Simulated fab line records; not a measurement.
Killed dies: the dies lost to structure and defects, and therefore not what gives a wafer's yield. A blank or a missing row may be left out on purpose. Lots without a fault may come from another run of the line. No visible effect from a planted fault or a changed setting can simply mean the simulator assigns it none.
fab line records    flow sfq-line
record: lots: 13  wafers: 39  last-day: 91
route steps=325 shown I4@174 JJ@179 R5@212 I5@237
lots that met no fault: from a run of the same line without faults
start-h: hours from the record's first day to the start of the lot's first wafer shown    wait-h: how many hours have passed since the lot's step before this one    " the same as in the row above    L1.1+2: a single row standing in for several wafers    - either no value or no given start    * or withheld: withheld    < > ~ a bound
route shown NAME@n: NAME is a module with steps in the file, n the number in the route of the first one    usual: the fault-free wafers' mean and standard deviation    same: alike in all rows    chamber/n: place in a boat    sites: each site's reading    _std_site: the standard deviation of these    _edge_site: the outer-site mean with the inner-site mean subtracted    radius-mm: how far each site lies from the wafer's centre    mask NAME#n: copy n    behind: tool/chamber where the wafer was last shaped    hold: cause of the lot's hold/its duration in hours/its outcome    device: the n, p or np transistor that did not switch    end of line: at the end of the route, the tests of the same wafers    a step given without rows: its recipe and nothing more    killed: count of dies lost to structure and defects at first sort (not the wafer's yield)    map: shows each die of a wafer: x if killed, . if not, _ if none is there
set.NAME: the run value of the setting; set.NAME@STEP: its run value at that earlier step    model.NAME: the simulator's own value behind a step, which no gauge read
the route's steps for a sample of lots (tables are steps, rows are wafers)
services: the hour from which a tool's chamber was out of use, counted from the record's first day as start-h (under 0 if before that day), plus the number of hours and why
== steps ==
step: SFQ_TRILAYER_I4_VIA_BARC_OPEN_VIA_ETCH_146
recipe: mask-material: PR  chemistry: O2  target-depth-nm: 125  target: BARC  source-w: 500  bias-w: 80  pressure-mtorr: 30  time-s: 41.7
usual: chamber-pressure-mTorr: 30.00/0.044  drypump-motor-current-A: 5.6/0.51  oes-product-au: 0.685/0.0045
lot.wafer  tool         chamber  start-h  wait-h  chamber-pressure-mTorr  drypump-motor-current-A  oes-product-au  rf-hours-counter-h
L476.3     rie-diel-01  0        1183.24  0.0     29.97                   6.4                      0.688           10
L476.4     "            1        "        "       30.01                   4.9                      0.689           -
L476.5     "            0        "        "       29.97                   6.4                      0.686           -
L478.1     rie-diel-03  2        1209.89  0.0     30.01                   5.7                      0.685           8
L478.4     "            1        "        "       29.97                   5.6                      0.680           14
L478.6     "            2        "        "       30.03                   5.7                      0.692           -
L480.2     rie-diel-01  2        1227.89  0.0     30.02                   5.7                      0.682           3
L480.3     "            0        "        "       29.97                   6.4                      0.677           11
L480.5     "            0        "        "       30.01                   6.4                      0.680           -
L481.2     rie-diel-02  2        1236.29  0.0     30.00                   5.7                      0.690           11
L481.3     "            0        "        "       30.00                   5.9                      0.691           9
L481.4     "            1        "        "       29.98                   5.4                      0.692           4
L482.1     rie-diel-01  3        1243.49  0.0     30.02                   5.9                      0.690           11
L482.2     "            2        "        "       29.99                   5.8                      0.686           4
L482.3     "            0        "        "       30.01                   6.4                      0.686           12
L484.4     rie-diel-03  3        1267.61  0.0     29.96                   4.9                      0.683           13
L484.5     "            1        "        "       30.00                   5.6                      0.690           -
L484.6     "            0        "        "       30.02                   4.8                      0.692           -
L489.1     rie-diel-01  3        1297.37  0.0     30.01                   5.9                      0.691           12
L489.3     "            0        "        "       30.00                   6.4                      0.683           12
L489.4     "            2        "        "       30.00                   5.8                      0.679           4
L491.1     rie-diel-02  0        1302.17  0.0     29.96                   5.8                      0.685           10
L491.3     "            3        "        "       29.94                   6.4                      0.685           17
L491.6     "            0        "        "       29.99                   5.8                      0.684           -
L493.2     rie-diel-02  2        1317.89  0.0     30.02                   5.7                      0.695           12
L493.5     "            1        "        "       30.00                   5.4                      0.687           -
L493.6     "            2        "        "       29.95                   5.7                      0.686           -
L494.2     rie-diel-03  3        1336.02  0.0     29.99                   4.9                      0.689           15
L494.3     "            2        "        "       29.98                   5.7                      0.687           10
L494.5     "            2        "        "       30.05                   5.7                      0.685           -
L495.2     rie-diel-03  1        1348.02  0.0     30.00                   5.6                      0.681           16
L495.3     "            0        "        "       29.98                   4.8                      0.686           16
L495.6     "            1        "        "       30.00                   5.6                      0.689           -
L496.1     rie-diel-03  0        1355.22  0.0     29.98                   4.8                      0.689           16
L496.2     "            3        "        "       30.01                   4.9                      0.687           15
L496.6     "            0        "        "       30.00                   4.8                      0.681           -
L497.1     rie-diel-01  2        1370.82  0.0     29.95                   5.8                      0.684           5
L497.2     "            0        "        "       30.00                   6.4                      0.685           12
L497.4     "            1        "        "       30.02                   4.9                      0.689           6
step: SFQ_TRILAYER_JJ_TRILAYER_DEP_SPUTTER_109
recipe: material: Nb  base-pressure-pa: 1.33e-06  chamber-pressure-pa: 0.1333  substrate-temp-c: 20  target-thk-nm: 150  power-w: 2000  time-s: 100
usual: throttle-valve-pct: 29.2/0.65
lot.wafer  tool            chamber  start-h  wait-h  throttle-valve-pct
L476.3     pvd-sputter-03  -        1184.20  0.0     29.6
L476.4     "               -        "        "       29.0
L476.5     "               -        "        "       29.8
L478.1     pvd-sputter-04  -        1210.85  0.0     28.7
L478.4     "               -        "        "       29.7
L478.6     "               -        "        "       30.4
L480.2     pvd-sputter-06  -        1228.85  0.0     29.7
L480.3     "               -        "        "       29.8
L480.5     "               -        "        "       29.2
L481.2     pvd-sputter-06  -        1237.25  0.0     29.8
L481.3     "               -        "        "       29.4
L481.4     "               -        "        "       29.8
L482.1     pvd-sputter-04  -        1244.45  0.0     27.9
L482.2     "               -        "        "       29.6
L482.3     "               -        "        "       30.0
L484.4     pvd-sputter-06  -        1268.57  0.0     29.7
L484.5     "               -        "        "       29.1
L484.6     "               -        "        "       28.7
L489.1     pvd-sputter-06  -        1298.32  0.0     28.9
L489.3     "               -        "        "       29.2
L489.4     "               -        "        "       29.8
L491.1     pvd-sputter-04  -        1303.14  0.0     27.9
L491.3     "               -        "        "       29.9
L491.6     "               -        "        "       28.9
L493.2     pvd-sputter-03  -        1318.85  0.0     29.4
L493.5     "               -        "        "       29.6
L493.6     "               -        "        "       29.3
L494.2     pvd-sputter-06  -        1336.97  0.0     29.3
L494.3     "               -        "        "       29.9
L494.5     "               -        "        "       29.5
L495.2     pvd-sputter-03  -        1349.15  0.0     29.8
L495.3     "               -        "        "       28.8
L495.6     "               -        "        "       28.8
L496.1     pvd-sputter-04  -        1356.35  0.0     28.7
L496.2     "               -        "        "       27.7
L496.6     "               -        "        "       27.8
L497.1     pvd-sputter-04  -        1371.77  0.0     29.6
L497.2     "               -        "        "       28.9
L497.4     "               -        "        "       28.0
step: SFQ_TRILAYER_R5_DEP_SPUTTER_132
recipe: material: Ti  base-pressure-pa: 1.33e-06  target-thk-nm: 5  power-w: 2000  time-s: 5  chamber-pressure-pa: 0.4
usual: throttle-valve-pct: 29.4/1.1
lot.wafer  tool            chamber  start-h  wait-h  throttle-valve-pct
L476.3     pvd-sputter-03  -        1328.03  0.6     29.1
L476.4     "               -        "        "       28.8
L476.5     "               -        "        "       29.6
L478.1     pvd-sputter-05  -        1365.34  1.0     27.7
L478.4     "               -        "        "       32.5
L478.6     "               -        "        "       32.8
L480.2     pvd-sputter-05  -        1385.74  0.8     30.1
L480.3     "               -        "        "       29.7
L480.5     "               -        "        "       29.4
L481.2     pvd-sputter-05  -        1395.57  0.8     27.7
L481.3     "               -        "        "       29.6
L481.4     "               -        "        "       30.2
L482.1     pvd-sputter-05  -        1402.55  1.0     27.7
L482.2     "               -        "        "       29.5
L482.3     "               -        "        "       30.3
L484.4     pvd-sputter-04  -        1430.07  0.4     29.4
L484.5     "               -        "        "       29.6
L484.6     "               -        "        "       27.7
L489.1     pvd-sputter-03  -        1461.03  1.0     28.7
L489.3     "               -        "        "       29.7
L489.4     "               -        "        "       29.6
L491.1     pvd-sputter-04  -        1467.39  1.0     27.6
L491.3     "               -        "        "       30.2
L491.6     "               -        "        "       27.7
L493.2     pvd-sputter-04  -        1488.24  0.8     29.5
L493.5     "               -        "        "       30.0
L493.6     "               -        "        "       27.5
L494.2     pvd-sputter-04  -        1638.13  0.8     27.8
L494.3     "               -        "        "       30.1
L494.5     "               -        "        "       29.6
L495.2     pvd-sputter-03  -        1645.78  0.8     28.9
L495.3     "               -        "        "       29.5
L495.6     "               -        "        "       28.7
L496.1     pvd-sputter-05  -        1656.14  1.0     27.9
L496.2     "               -        "        "       29.3
L496.6     "               -        "        "       29.3
L497.1     pvd-sputter-03  -        1673.21  1.0     29.6
L497.2     "               -        "        "       28.8
L497.4     "               -        "        "       29.6
step: SFQ_R5_RS_MEAS_933
recipe: thk-meas-gauge: four-point-probe  reads: Ti_of_TRILAYER_R5_DEP_SPUTTER_134+MoNx_of_TRILAYER_R5_DEP_SPUTTER_133+Ti_of_TRILAYER_R5_DEP_SPUTTER_132
usual: R5_MONX_RS: 7.03/0.072
lot.wafer  tool           chamber  start-h  wait-h  R5_MONX_RS[ohm/sq]
L476.3     film-metro-04  -        1328.16  0.0     7.09
L476.4     "              -        "        "       7.06
L476.5     "              -        "        "       7.14
L478.1     film-metro-01  -        1365.43  0.0     6.98
L478.4     "              -        "        "       7.03
L478.6     "              -        "        "       6.98
L480.2     film-metro-01  -        1385.85  0.0     6.92
L480.3     "              -        "        "       6.83
L480.5     "              -        "        "       6.81
L481.2     film-metro-04  -        1395.68  0.0     6.99
L481.3     "              -        "        "       6.99
L481.4     "              -        "        "       7.03
L482.1     film-metro-01  -        1402.65  0.0     6.95
L482.2     "              -        "        "       6.95
L482.3     "              -        "        "       7.06
L484.4     film-metro-01  -        1430.22  0.1     7.06
L484.5     "              -        "        "       7.08
L484.6     "              -        "        "       7.01
L489.1     film-metro-04  -        1461.12  0.0     7.12
L489.3     "              -        "        "       7.33
L489.4     "              -        "        "       7.15
L491.1     film-metro-01  -        1467.49  0.0     7.01
L491.3     "              -        "        "       7.11
L491.6     "              -        "        "       6.96
L493.2     film-metro-01  -        1488.35  0.0     7.03
L493.5     "              -        "        "       7.07
L493.6     "              -        "        "       7.05
L494.2     film-metro-03  -        1638.24  0.0     7.13
L494.3     "              -        "        "       7.23
L494.5     "              -        "        "       7.18
L495.2     film-metro-04  -        1645.89  0.0     7.00
L495.3     "              -        "        "       7.00
L495.6     "              -        "        "       7.00
L496.1     film-metro-04  -        1656.24  0.0     7.02
L496.2     "              -        "        "       6.93
L496.6     "              -        "        "       6.93
L497.1     film-metro-03  -        1673.30  0.0     7.00
L497.2     "              -        "        "       7.01
L497.4     "              -        "        "       7.02
step: SFQ_TRILAYER_I5_ETCH_VIA_ETCH_147
recipe: stop-on: Nb  mask-material: PR  chemistry: CHF3  target-depth-nm: 360  source-w: 500  bias-w: 80  pressure-mtorr: 30  time-s: withheld
usual: chamber-pressure-mTorr: 30.005/0.026  drypump-motor-current-A: 5.5/0.44  oes-product-au: 0.990/0.0059
lot.wafer  tool         chamber  start-h  wait-h  chamber-pressure-mTorr  drypump-motor-current-A  oes-product-au
L476.3     rie-diel-03  2        1622.39  0.0     29.991                  5.7                      0.998
L476.4     "            0        "        "       29.992                  4.8                      0.990
L476.5     "            3        "        "       30.067                  4.9                      0.990
L478.1     rie-diel-03  2        1656.15  0.0     30.021                  5.7                      0.994
L478.4     "            3        "        "       29.983                  4.9                      0.996
L478.6     "            3        "        "       30.015                  4.9                      0.994
L480.2     rie-diel-04  1        1673.07  0.0     30.006                  5.8                      0.995
L480.3     "            2        "        "       30.007                  5.4                      0.986
L480.5     "            2        "        "       30.008                  5.4                      0.998
L481.2     rie-diel-03  1        1681.47  0.0     30.045                  5.6                      0.980
L481.3     "            3        "        "       30.017                  4.9                      0.988
L481.4     "            2        "        "       30.007                  5.7                      0.987
L482.1     rie-diel-04  3        1686.27  0.0     30.017                  5.7                      0.988
L482.2     "            0        "        "       29.975                  5.8                      0.989
L482.3     "            2        "        "       30.002                  5.4                      0.992
L484.4     rie-diel-03  3        1715.23  0.0     30.051                  4.9                      0.982
L484.5     "            3        "        "       30.009                  4.9                      0.978
L484.6     "            0        "        "       29.998                  4.8                      0.994
L489.1     rie-diel-03  3        1737.64  0.0     30.022                  4.9                      0.987
L489.3     "            1        "        "       30.007                  5.6                      0.988
L489.4     "            2        "        "       29.998                  5.7                      0.997
L491.1     rie-diel-04  0        1740.04  0.0     29.983                  5.7                      0.983
L491.3     "            2        "        "       30.018                  5.4                      0.991
L491.6     "            2        "        "       30.018                  5.4                      0.999
L493.2     rie-diel-01  0        1750.86  0.0     30.000                  6.4                      0.994
L493.5     "            0        "        "       29.971                  6.4                      0.989
L493.6     "            1        "        "       30.011                  4.9                      0.993
L494.2     rie-diel-04  3        1761.47  0.0     30.012                  5.7                      0.984
L494.3     "            2        "        "       29.965                  5.4                      0.998
L494.5     "            0        "        "       29.956                  5.7                      0.981
L495.2     rie-diel-01  1        1767.47  0.0     29.995                  4.9                      0.987
L495.3     "            3        "        "       30.005                  5.8                      0.980
L495.6     "            1        "        "       30.003                  4.9                      0.991
L496.1     rie-diel-04  0        1771.07  0.0     30.023                  5.7                      0.982
L496.2     "            1        "        "       30.051                  5.8                      0.989
L496.6     "            1        "        "       30.001                  5.8                      0.989
L497.1     rie-diel-01  0        1780.87  0.0     30.000                  6.4                      0.990
L497.2     "            3        "        "       30.037                  5.9                      0.973
L497.4     "            2        "        "       29.968                  5.8                      0.988
== services ==
tool            chamber  start-h  hours  kind
rie-diel-01     3        1182.19  7.4    repair
rie-diel-01     -        1185.80  2.5    repair
rie-diel-01     -        1193.45  0.6    repair
rie-diel-01     2        1196.15  3.9    repair
rie-diel-01     1        1205.84  9.8    repair
rie-diel-01     -        1224.65  0.4    repair
rie-diel-01     2        1230.83  5.6    repair
rie-diel-01     3        1232.96  4.3    repair
rie-diel-01     -        1283.74  0.5    repair
rie-diel-01     3        1297.99  3.3    repair
rie-diel-01     -        1301.63  67.9   repair
pvd-sputter-04  -        1366.06  4.0    repair
rie-diel-03     2        1441.56  16.3   repair
rie-diel-03     0        1480.59  3.2    repair
pvd-sputter-04  -        1493.51  3.1    repair
rie-diel-03     1        1533.17  4.0    repair
rie-diel-03     0        1566.84  15.5   repair
pvd-sputter-04  -        1583.60  22.4   repair
rie-diel-03     -        1661.32  1.1    repair
rie-diel-03     0        1734.46  4.5    repair
rie-diel-03     -        1736.80  0.6    repair
rie-diel-03     0        1749.94  4.2    repair
rie-diel-03     3        1771.00  6.4    repair
rie-diel-03     -        1774.42  0.1    repair
== key ==
first-sign: step: SFQ_R5_RS_MEAS_933  reading: R5_MONX_RS  direction: up  sigmas: 4.2  usual: 7.03  struck: 7.33
effect none on later readings
met-at SFQ_TRILAYER_R5_DEP_SPUTTER_132
struck-lots L489
struck-wafers L489.3
not-acting-at SFQ_TRILAYER_I4_VIA_BARC_OPEN_VIA_ETCH_146,SFQ_TRILAYER_JJ_TRILAYER_DEP_SPUTTER_109,SFQ_TRILAYER_I5_ETCH_VIA_ETCH_147
onset-between 1328.03 1461.03
fault: kind: process-parameter-drift  tool: pvd-sputter-03  chamber: -  onset-h: 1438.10  steps: SFQ_TRILAYER_R5_DEP_SPUTTER_132  channel: target-thk-nm  offset: -3.1105  shape: step  end-h: 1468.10  acts-in: these-recipes-only  stated: 5  scope: struck-wafers-only
